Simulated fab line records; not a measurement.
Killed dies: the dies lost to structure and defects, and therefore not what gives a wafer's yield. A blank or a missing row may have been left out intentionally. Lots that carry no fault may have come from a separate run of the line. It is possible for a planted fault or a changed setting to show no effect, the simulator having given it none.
Code-filled problem report in 8D (eight disciplines) form / flow gf180mcu / the parts of the form that need people (team, actions taken, sign-off) are left out

1. WHAT IS WRONG
Mean of chamber_pressure_pa at GF_V2_SPUTTER_21: 4.455 Pa across 6 wafers in 2 lots; on wafers with no fault it is 5.000 Pa (standard deviation 0.0096). Measured from the usual mean, that is -57 standard deviations.
The step: material Ti, target thk 15 nm, time 80.02 s.
Earliest sighting: wafer L198.1 on pvd_sputter-04 at day 22 10:57. The record holds 39 wafers of 13 lots with a number at this step. Rule for "out", or "out of limits": more than 4 standard deviations from the usual mean. Any other wafer with a number is counted as sound.

2. WHAT IT IS AND WHAT IT IS NOT
question=which readings at this step | is=chamber_pressure_pa | is not=-
question=which lots | is=L198, L199 | is not=L193, L194, L197, L206, L207, L209, L211, L213, L214, L215, L216
question=which wafers of those lots | is=all that have a number | is not=-
question=read on which tools | is=pvd_sputter-04 | is not=pvd_sputter-01, pvd_sputter-02
question=when | is=from day 22 10:57 | is not=up to then (9 sound wafers); but 24 sound wafers of L206, L207, L209, L211, L213, L214, L215, L216 came after

3. WHAT RULES OUT EACH SUSPECT
Counting: a tool at any process step up to the reading remains a suspect when it ran all the lots that are out and ran no sound lot after the first of those.
- pvd_sputter-04 at GF_V2_SPUTTER_21 (material Ti, target thk 15 nm, time 80.02 s): ruled out as a lasting fault. Sound lots L207, L211, L213 ran on it after its first lot that is out, L198 (day 22 10:57).
Left after counting: nothing in the record.

4. THE CAUSE (what the simulator had put in)
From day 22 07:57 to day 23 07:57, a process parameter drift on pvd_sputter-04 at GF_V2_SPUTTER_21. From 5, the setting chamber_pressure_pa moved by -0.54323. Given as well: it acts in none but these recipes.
Counting ruled it out, wrongly.

5. THE CHAIN OF EFFECTS, in route order
Each row: a reading where the mean over the struck wafers with a number is more than 3 standard deviations away from the usual. Readings are gone through only where the record gives a usual standard deviation; hours: the median, over the lots, of the time from a lot's start at the first step in this table giving one to that lot's start at this step; sigmas: the change measured in usual standard deviations.
hours=0; step=GF_V2_SPUTTER_21; reading=chamber_pressure_pa; usual=5.000 Pa; on struck wafers=4.455; change=-0.545; sigmas=-57
Process steps it contains:
- GF_V2_SPUTTER_21: material Ti, target thk 15 nm, time 80.02 s.
Later measuring or inspecting steps at which every struck wafer that the step has a row for has a number for every such reading, and none has moved that far: GF_M3_RS_MEAS_05.

6. WHAT WOULD HAVE CAUGHT IT SOONER
The fault began at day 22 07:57; the first out-of-limits reading in this record came at day 22 10:57, 3 hours later.
